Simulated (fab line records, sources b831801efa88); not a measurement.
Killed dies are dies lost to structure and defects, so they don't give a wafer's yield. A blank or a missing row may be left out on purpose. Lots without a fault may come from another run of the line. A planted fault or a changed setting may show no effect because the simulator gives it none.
fab line records | flow sky130
record lots=12 wafers=36 last_day=50
route steps=708 shown METAL4@634 VIA4@646 PAD_OPEN@708
lots that met no fault: from a run of the same line without faults
start_h: hours from the record's first day to the start of the lot's first wafer shown | wait_h: hours since the lot's step before | " the same as in the row above | L1.1+2: a row that stands for several wafers | - no value, or no start given | * or withheld: withheld | < > ~ a bound
route shown NAME@n: a module of which the file shows steps, and the number in the route of the first | usual: mean/standard deviation of fault-free wafers | same: alike in all rows | chamber/n: place in a boat | sites: the reading at each site | _std_site: their standard deviation | _edge_site: outer sites' mean less inner sites' | radius_mm: how far each site lies from the wafer's centre | mask NAME#n: copy n | behind: the tool/chamber that last shaped the wafer | hold: why the lot was held/for how many hours/how that ended | device: the transistor (n, p or np) that didn't switch | end of line: the same wafers' tests at the end of the route | a step without rows: its recipe alone | killed: dies lost to structure and defects at the first sort, not the wafer's yield | map: a wafer's dies, x killed, . not, _ none there
set.NAME: the setting as run; set.NAME@STEP: as run at that earlier step | model.NAME: the simulator's own value behind a step, which no gauge read
steps of the route over a sample of lots; a table a step, a row a wafer
services: from which hour (start_h, from the record's first day; less than 0 if before it) a tool's chamber was out of use, for how many hours, and why
## steps
# step SKY_METAL4_METAL_ETCH_18
# recipe target_depth_a=8450 stop_on=SiO2 over_etch_frac=0.3 time_s=183.1 chemistry=Cl2/BCl3 resist_sidewall_deg=88 pressure_mtorr=10 icp_w=900 bias_w=48.5 Cl2_flow_sccm=60 bcl3_flow_sccm=30
# usual drypump_motor_current_A=5.6/0.43 oes_product_au=0.864/0.0069 throttle_valve_pct=22.264/0.0089
# columns lot.wafer tool chamber start_h wait_h drypump_motor_current_A oes_product_au rf_hours_counter_h throttle_valve_pct
L951.1 rie_metal-01 1 991.97 0.0 6.6 0.850 17 22.275
L951.4 " 0 " " 5.6 0.858 - 22.273
L951.6 " 0 " " 5.6 0.854 - 22.271
L953.3 rie_metal-03 0 1004.53 0.1 5.3 0.856 - 22.252
L953.5 " 1 " " 5.6 0.869 - 22.262
L953.6 " 0 " " 5.2 0.866 - 22.266
L957.2 rie_metal-01 0 1030.82 0.0 5.7 0.861 14 22.272
L957.4 " 0 " " 5.6 0.866 - 22.252
L957.6 " 0 " " 5.7 0.867 - 22.268
L959.2 rie_metal-04 0 1036.02 0.0 5.0 0.861 5 22.271
L959.5 " 0 " " 5.0 0.866 - 22.247
L959.6 " 1 " " 6.1 0.873 - 22.258
L961.4 rie_metal-03 1 1046.75 0.1 5.6 0.870 - 22.257
L961.5 " 1 " " 5.6 0.864 - 22.263
L961.6 " 0 " " 5.3 0.864 - 22.268
L960.2 rie_metal-03 0 1048.42 0.0 5.3 0.863 7 22.265
L960.5 " 1 " " 5.6 0.866 - 22.257
L960.6 " 0 " " 5.3 0.871 - 22.268
L962.1 rie_metal-03 1 1056.87 0.0 5.6 0.875 13 22.255
L962.5 " 0 " " 5.3 0.867 - 22.279
L962.6 " 1 " " 5.6 0.874 - 22.272
L963.2 rie_metal-03 0 1057.64 0.0 5.3 0.852 8 22.242
L963.5 " 0 " " 5.3 0.856 - 22.247
L963.6 " 1 " " 5.6 0.853 - 22.276
L968.1 rie_metal-03 0 1081.76 0.0 5.3 0.873 11 22.274
L968.3 " 1 " " 5.6 0.852 - 22.263
L968.6 " 1 " " 5.6 0.874 - 22.267
L970.1 rie_metal-03 1 1096.80 0.0 5.6 0.861 17 22.270
L970.3 " 1 " " 5.6 0.871 - 22.256
L970.5 " 0 " " 5.3 0.871 - 22.268
L971.2 rie_metal-01 0 1101.27 0.0 5.6 0.857 20 22.263
L971.3 " 1 " " 6.5 0.864 - 22.263
L971.5 " 0 " " 5.6 0.854 - 22.258
L973.1 rie_metal-01 1 1113.67 0.0 6.5 0.865 27 22.248
L973.3 " 1 " " 6.5 0.859 - 22.268
L973.4 " 0 " " 5.6 0.864 - 22.262
# step SKY_VIA4_SOFTBAKE_07
# recipe temp_c=90 time_s=60 resist=NOVOLAK
# usual run_length_s=88.96/0.15
# columns lot.wafer tool chamber start_h wait_h run_length_s
L951.1 litho_track-01 0 1005.64 0.1 88.74
L951.4 " 0 " " 88.73
L951.6 " 0 " " 88.82
L953.3 litho_track-01 0 1016.99 0.1 89.07
L953.5 " 0 " " 88.81
L953.6 " 0 " " 88.93
L957.2 litho_track-04 0 1043.41 0.1 88.97
L957.4 " 0 " " 89.01
L957.6 " 0 " " 89.23
L959.2 litho_track-02 0 1048.54 0.1 88.75
L959.5 " 0 " " 88.77
L959.6 " 0 " " 88.85
L961.4 litho_track-02 0 1058.99 0.1 88.78
L961.5 " 0 " " 89.00
L961.6 " 0 " " 88.89
L960.2 litho_track-01 0 1060.16 0.1 88.76
L960.5 " 0 " " 88.78
L960.6 " 0 " " 88.76
L962.1 litho_track-02 0 1069.61 0.1 97.67
L962.5 " 0 " " 88.74
L962.6 " 0 " " 97.78
L963.2 litho_track-04 0 1069.96 0.1 89.05
L963.5 " 0 " " 89.02
L963.6 " 0 " " 89.12
L968.1 litho_track-02 0 1094.11 0.1 97.55
L968.3 " 0 " " 88.98
L968.6 " 0 " " 97.56
L970.1 litho_track-04 0 1107.88 0.1 88.95
L970.3 " 0 " " 89.04
L970.5 " 0 " " 89.10
L971.2 litho_track-04 0 1112.91 0.1 88.93
L971.3 " 0 " " 88.96
L971.5 " 0 " " 89.08
L973.1 litho_track-04 0 1124.83 0.1 88.95
L973.3 " 0 " " 89.21
L973.4 " 0 " " 89.06
# step SKY_VIA4_CVD_18
# recipe material=W target_thk_nm=505 time_s=152.14 temp_c=400 pressure_torr=40
# usual heater_power_w=843/43
# columns lot.wafer tool chamber start_h wait_h heater_power_w
L951.1 cvd_w-02 0 1017.42 0.0 878
L951.4 " 0 " " 903
L951.6 " 0 " " 881
L953.3 cvd_w-01 1 1029.40 0.1 794
L953.5 " 0 " " 861
L953.6 " 1 " " 805
L957.2 cvd_w-02 1 1055.15 0.0 839
L957.4 " 0 " " 860
L957.6 " 0 " " 904
L959.2 cvd_w-01 1 1059.68 0.0 824
L959.5 " 0 " " 882
L959.6 " 1 " " 782
L961.4 cvd_w-01 1 1070.29 0.1 787
L961.5 " 1 " " 809
L961.6 " 0 " " 874
L960.2 cvd_w-01 1 1072.29 0.0 791
L960.5 " 0 " " 872
L960.6 " 1 " " 810
L962.1 cvd_w-02 1 1080.85 0.0 824
L962.5 " 0 " " 898
L962.6 " 1 " " 806
L963.2 cvd_w-01 0 1081.19 0.0 887
L963.5 " 1 " " 789
L963.6 " 0 " " 858
L968.1 cvd_w-02 1 1104.77 0.0 791
L968.3 " 0 " " 908
L968.6 " 0 " " 916
L970.1 cvd_w-01 0 1119.73 0.1 876
L970.3 " 1 " " 828
L970.5 " 1 " " 786
L971.2 cvd_w-01 0 1123.86 0.0 869
L971.3 " 0 " " 897
L971.5 " 0 " " 876
L973.1 cvd_w-02 0 1135.86 0.0 929
L973.3 " 1 " " 810
L973.4 " 0 " " 911
# step SKY_VIA4_RS_MEAS_19
# recipe thk_meas_gauge=four-point-probe reads=W_of_VIA4_CVD_18+TiN_of_VIA4_SPUTTER_17
# usual VIA4_W_RS=0.2274/0.0027
# columns lot.wafer tool chamber start_h wait_h VIA4_W_RS[ohm/sq]
L951.1 film_metro-03 - 1017.58 0.1 0.2288
L951.4 " - " " 0.2284
L951.6 " - " " 0.2296
L953.3 film_metro-01 - 1029.54 0.1 0.2270
L953.5 " - " " 0.2265
L953.6 " - " " 0.2272
L957.2 film_metro-03 - 1055.32 0.1 0.2218
L957.4 " - " " 0.2223
L957.6 " - " " 0.2240
L959.2 film_metro-01 - 1059.85 0.1 0.2291
L959.5 " - " " 0.2274
L959.6 " - " " 0.2322
L961.4 film_metro-01 - 1070.46 0.1 0.2302
L961.5 " - " " 0.2291
L961.6 " - " " 0.2286
L960.2 film_metro-02 - 1072.47 0.1 0.2324
L960.5 " - " " 0.2282
L960.6 " - " " 0.2316
L962.1 film_metro-02 - 1081.00 0.1 0.2253
L962.5 " - " " 0.2270
L962.6 " - " " 0.2228
L963.2 film_metro-01 - 1081.36 0.1 0.2274
L963.5 " - " " 0.2296
L963.6 " - " " 0.2268
L968.1 film_metro-03 - 1104.92 0.1 0.2244
L968.3 " - " " 0.2221
L968.6 " - " " 0.2245
L970.1 film_metro-03 - 1119.88 0.1 0.2308
L970.3 " - " " 0.2297
L970.5 " - " " 0.2303
L971.2 film_metro-03 - 1124.03 0.1 0.2278
L971.3 " - " " 0.2303
L971.5 " - " " 0.2295
L973.1 film_metro-03 - 1136.01 0.1 0.2239
L973.3 " - " " 0.2259
L973.4 " - " " 0.2218
# step SKY_PAD_OPEN_PROBE_99
# usual defect_limited_yield=82.5/1.7 killed_at_M0_to_M3=43/6.1 killed_at_M4_up=3.5/2 killed_at_contacts=25/5.1 killed_at_front_end=14/4.2 killed_at_other=0.3/0.55 killed_dies=86/8.3 killed_open=46/7.2 killed_short=39/6 sort_bin_3_pad_short=0.9/0.42 sort_bin_5_function=10.3/1.4 sort_bin_6_memory=6.3/1.1 sort_n_pass=406/8.3 sort_yield_pct=82.5/1.7
# same gross_dies=492 killed_at_back_side=0 sort_bin_4_leakage[%]=0 sort_bin_8_speed[%]=0
# columns lot.wafer tool chamber start_h wait_h defect_limited_yield[%] killed_at_M0_to_M3 killed_at_M4_up killed_at_contacts killed_at_front_end killed_at_other killed_dies killed_open killed_short sort_bin_3_pad_short[%] sort_bin_5_function[%] sort_bin_6_memory[%] sort_n_pass sort_yield_pct[%]
L957.4 prober-02 - 1122.18 0.2 82.5 45 2 30 9 0 86 50 36 0.6 10.8 6.1 406 82.5
L957.6 prober-02 - 1122.28 0.2 83.1 30 9 31 12 1 83 40 43 1.2 10.0 5.7 409 83.1
L959.2 prober-02 - 1126.81 0.1 81.5 50 5 17 19 0 91 57 34 0.6 10.4 7.5 401 81.5
L959.5 prober-02 - 1126.96 0.2 82.1 43 3 29 13 0 88 47 39 1.4 11.4 5.1 404 82.1
L959.6 prober-02 - 1127.01 0.2 81.1 46 2 27 18 0 93 51 42 0.6 11.6 6.7 399 81.1
L961.5 prober-01 - 1136.08 0.2 81.3 45 6 28 13 0 92 53 39 1.6 10.2 6.9 400 81.3
L962.1 prober-01 - 1145.85 0.1 82.5 36 4 26 19 1 86 37 48 0.6 11.0 5.9 406 82.5
L962.5 prober-01 - 1146.05 0.2 78.7 44 3 37 21 0 105 57 47 0.8 13.6 6.9 387 78.7
L962.6 prober-01 - 1146.10 0.2 83.5 38 4 21 18 0 81 41 39 1.4 9.8 5.3 411 83.5
L963.2 prober-02 - 1146.03 0.1 82.9 40 8 26 10 0 84 45 39 0.2 11.6 5.3 408 82.9
L963.5 prober-02 - 1146.18 0.2 82.3 38 2 32 14 1 87 45 41 0.8 10.6 6.3 405 82.3
L963.6 prober-02 - 1146.23 0.2 84.1 40 2 29 7 0 78 41 36 0.4 10.6 4.9 414 84.1
L971.2 prober-01 - 1181.85 0.1 82.5 41 3 22 19 1 86 44 41 0.8 10.8 5.9 406 82.5
L971.3 prober-01 - 1181.90 0.2 81.9 47 3 26 13 0 89 50 38 1.2 11.8 5.1 403 81.9
L971.5 prober-01 - 1182.00 0.2 81.5 49 8 18 14 2 91 45 44 0.4 10.2 7.9 401 81.5
# killed by level:class
L957.4 LI_CONTACT:geometric_particle:open=12 VIA1:geometric_particle:open=11 CONTACT:geometric_particle:open=10 VIA3:geometric_particle:open=8 METAL1:geometric_particle:short=7 LI_CONTACT:geometric_particle:short=5 VIA1:geometric_particle:short=5 VIA2:geometric_particle:open=4
L957.6 CONTACT:geometric_particle:open=12 METAL1:geometric_particle:short=9 METAL4:geometric_particle:short=9 LI_CONTACT:geometric_particle:open=8 FIELD_ISO:geometric_particle:short=5 CONTACT:geometric_particle:short=5 VIA1:geometric_particle:open=5 FIELD_ISO:geometric_particle:open=4
L959.2 VIA1:geometric_particle:open=17 CONTACT:geometric_particle:open=9 VIA3:geometric_particle:open=8 FIELD_ISO:geometric_particle:short=5 POLY_GATE:geometric_particle:open=4 LOCAL_INTERCONNECT:geometric_particle:short=4 VIA3:geometric_particle:short=4 POLY_GATE:geometric_particle:short=3
L959.5 CONTACT:geometric_particle:open=11 VIA1:geometric_particle:open=9 METAL1:geometric_particle:short=8 CONTACT:geometric_particle:short=6 FIELD_ISO:geometric_particle:open=5 LI_CONTACT:geometric_particle:open=5 VIA3:geometric_particle:open=5 FIELD_ISO:geometric_particle:short=4
L959.6 VIA1:geometric_particle:open=11 CONTACT:geometric_particle:open=10 VIA3:geometric_particle:open=8 CONTACT:geometric_particle:short=7 METAL2:geometric_particle:short=7 VIA3:geometric_particle:short=6 FIELD_ISO:geometric_particle:short=5 LI_CONTACT:geometric_particle:open=5
L961.5 LI_CONTACT:geometric_particle:open=11 VIA2:geometric_particle:open=10 CONTACT:geometric_particle:open=9 VIA3:geometric_particle:open=7 VIA1:geometric_particle:open=7 METAL2:geometric_particle:short=7 METAL1:geometric_particle:short=5 METAL4:geometric_particle:short=5
L962.1 CONTACT:geometric_particle:short=7 POLY_GATE:geometric_particle:open=6 METAL1:geometric_particle:short=6 VIA1:geometric_particle:open=6 CONTACT:geometric_particle:open=6 VIA2:geometric_particle:open=5 LOCAL_INTERCONNECT:geometric_particle:short=5 POLY_GATE:geometric_particle:short=4
L963.2 VIA1:geometric_particle:open=12 CONTACT:geometric_particle:open=9 VIA3:geometric_particle:open=7 LI_CONTACT:geometric_particle:open=6 CONTACT:geometric_particle:short=6 METAL1:geometric_particle:short=5 VIA2:geometric_particle:short=5 METAL4:geometric_particle:short=5
L962.5 CONTACT:geometric_particle:open=12 VIA2:geometric_particle:open=10 CONTACT:geometric_particle:short=9 FIELD_ISO:geometric_particle:open=7 VIA1:geometric_particle:open=7 LI_CONTACT:geometric_particle:open=7 VIA1:geometric_particle:short=6 LOCAL_INTERCONNECT:geometric_particle:short=5
L962.6 VIA1:geometric_particle:open=7 METAL1:geometric_particle:short=7 LI_CONTACT:geometric_particle:open=6 CONTACT:geometric_particle:open=6 VIA3:geometric_particle:short=5 FIELD_ISO:geometric_particle:open=4 POLY_GATE:geometric_particle:short=4 VIA1:geometric_particle:short=4
L963.5 CONTACT:geometric_particle:open=15 METAL2:geometric_particle:short=12 VIA3:geometric_particle:open=7 LI_CONTACT:geometric_particle:open=6 CONTACT:geometric_particle:short=5 VIA1:geometric_particle:open=5 FIELD_ISO:geometric_particle:open=4 VIA1:geometric_particle:short=4
L963.6 VIA3:geometric_particle:open=12 CONTACT:geometric_particle:open=8 CONTACT:geometric_particle:short=7 METAL2:geometric_particle:short=7 LI_CONTACT:geometric_particle:open=6 LOCAL_INTERCONNECT:geometric_particle:short=4 VIA2:geometric_particle:open=4 LI_CONTACT:geometric_particle:short=3
L971.2 CONTACT:geometric_particle:open=15 POLY_GATE:geometric_particle:short=8 METAL2:geometric_particle:short=8 VIA2:geometric_particle:open=8 METAL1:geometric_particle:short=5 VIA1:geometric_particle:short=5 FIELD_ISO:geometric_particle:open=4 VIA3:geometric_particle:open=4
L971.3 VIA1:geometric_particle:open=12 CONTACT:geometric_particle:open=9 CONTACT:geometric_particle:short=8 VIA3:geometric_particle:open=7 VIA2:geometric_particle:open=6 FIELD_ISO:geometric_particle:short=5 LI_CONTACT:geometric_particle:open=5 METAL1:geometric_particle:short=5
L971.5 VIA1:geometric_particle:open=10 VIA2:geometric_particle:open=9 CONTACT:geometric_particle:open=8 METAL1:geometric_particle:short=7 VIA3:geometric_particle:open=7 FIELD_ISO:geometric_particle:short=6 METAL4:geometric_particle:short=5 VIA1:geometric_particle:short=4
## services
# columns tool chamber start_h hours kind
rie_metal-03 - 977.28 0.4 repair
rie_metal-03 - 987.98 0.6 repair
rie_metal-04 0 1083.74 28.2 repair
rie_metal-04 - 1105.14 0.3 repair
cvd_w-02 - 1117.96 6.9 pm
cvd_w-01 - 1124.86 6.9 pm
## key
first_sign step=SKY_VIA4_SOFTBAKE_07 reading=run_length_s direction=up sigmas=59 usual=* struck=*
effect none on later readings
met_at SKY_VIA4_SOFTBAKE_07
struck_lots L962,L968
struck_wafers L962.1,L962.6,L968.1,L968.6
not_acting_at SKY_METAL4_METAL_ETCH_18,SKY_VIA4_CVD_18,SKY_VIA4_RS_MEAS_19
onset_between 1058.99 1069.61
fault kind=process_parameter_drift tool=litho_track-02 chamber=- onset_h=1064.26 steps=SKY_VIA4_SOFTBAKE_07 channel=time_s offset=* shape=step end_h=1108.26 scope=struck_wafers_only acts_in=* stated=*
